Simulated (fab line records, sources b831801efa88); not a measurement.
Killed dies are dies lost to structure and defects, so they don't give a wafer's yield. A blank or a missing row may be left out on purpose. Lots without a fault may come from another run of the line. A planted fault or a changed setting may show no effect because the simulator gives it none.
Problem report in the 8D (eight disciplines) form, filled by code | flow gf180mcu | the parts of the form that need people (team, actions taken, sign-off) are left out

1. THE PROBLEM
V2_W_RS at GF_V2_RS_MEAS_24 reads a mean of 0.379 ohm/sq on 8 wafers of 3 lots; wafers without a fault read 0.330 ohm/sq with a standard deviation of 0.0033. That is +15 standard deviations from the usual mean.
The step: measures by four-point-probe.
First seen on wafer L598.3, day 26 03:06, on film_metro-02. The record holds 29 wafers of 10 lots with a number at this step. Rule for "out", or "out of limits": more than 4 standard deviations from the usual mean. The other wafers with a number count as sound.

2. WHAT IT IS AND WHAT IT IS NOT
question                    | is                                          | is not
which readings at this step | V2_W_RS                                     | -
which lots                  | L598, L600, L602                            | L582, L584, L585, L587, L588, L591, L605
which wafers of those lots  | all that have a number                      | -
read on which gauges        | film_metro-01, film_metro-02, film_metro-03 | -
when                        | from day 26 03:06                           | up to then (18 sound wafers); but 3 sound wafers of L605 came after

3. SUSPECTS, AND WHAT RULES EACH OUT
Counting: a tool at a process step up to the reading stays a suspect if it ran every lot that is out and no sound lot after the first of them.
- the gauge at GF_V2_RS_MEAS_24: ruled out. The wafers that are out were read on 3 gauges (film_metro-01, film_metro-02, film_metro-03).
- plasma_asher-02 at GF_M2_STRIP_17 (strips in O2/N2): kept. It ran every lot that is out, first L598 (day 25 02:55), and no sound lot after that; its last sound lot up to then is L591 (day 22 13:43).
- cvd_w-02 at GF_V2_CVD_23 (deposits W, target thk 350 nm, time 104.94 s): kept. It ran every lot that is out, first L598 (day 26 02:59), and no sound lot after that; its last sound lot up to then is L591 (day 23 15:16).
Left after counting: plasma_asher-02 at GF_M2_STRIP_17, cvd_w-02 at GF_V2_CVD_23.

4. THE CAUSE (what the simulator had put in)
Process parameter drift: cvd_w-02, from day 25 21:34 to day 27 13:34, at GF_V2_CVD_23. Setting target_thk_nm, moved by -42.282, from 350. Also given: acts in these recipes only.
Counting left 2 suspects, and this tool is among them.

5. THE CHAIN OF EFFECTS, in route order
Each row: a reading whose mean over the struck wafers that have a number lies more than 3 standard deviations from the usual. Only readings for which the record gives a usual standard deviation are gone through. hours: the time from each lot's start at the first step in this table that gives one to its start at this step, as a median over the lots. sigmas: the change in usual standard deviations.
hours | step              | reading            | usual        | on struck wafers | change | sigmas
0     | GF_V2_RS_MEAS_24  | V2_W_RS            | 0.330 ohm/sq | 0.379            | +0.049 | +15
0     | GF_V2_THK_MEAS_25 | V2_W_THK           | 356 nm       | 309              | -47    | -7.5
0     | GF_V2_CMP_26      | time_to_endpoint_s | 83 s         | 70               | -12    | -3.4
The process steps in it:
- GF_V2_CMP_26: polishes, stops on SiO2, t overpolish 15 s, target thk 0 nm.

6. WHAT WOULD HAVE CAUGHT IT SOONER
In this record the first reading out of limits at a measuring or inspecting step was taken at day 26 03:06, 6 hours after the fault began at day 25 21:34.
Of the tool readings at GF_V2_CVD_23 for which the record gives a usual standard deviation, none was out on any struck wafer, so an alarm limit of 4 standard deviations on them would not have fired.
Of the lots that are out (3), L600, L602 began GF_V2_CVD_23 on cvd_w-02 after day 26 03:06. A hold on the tool at that time would have spared those 2.
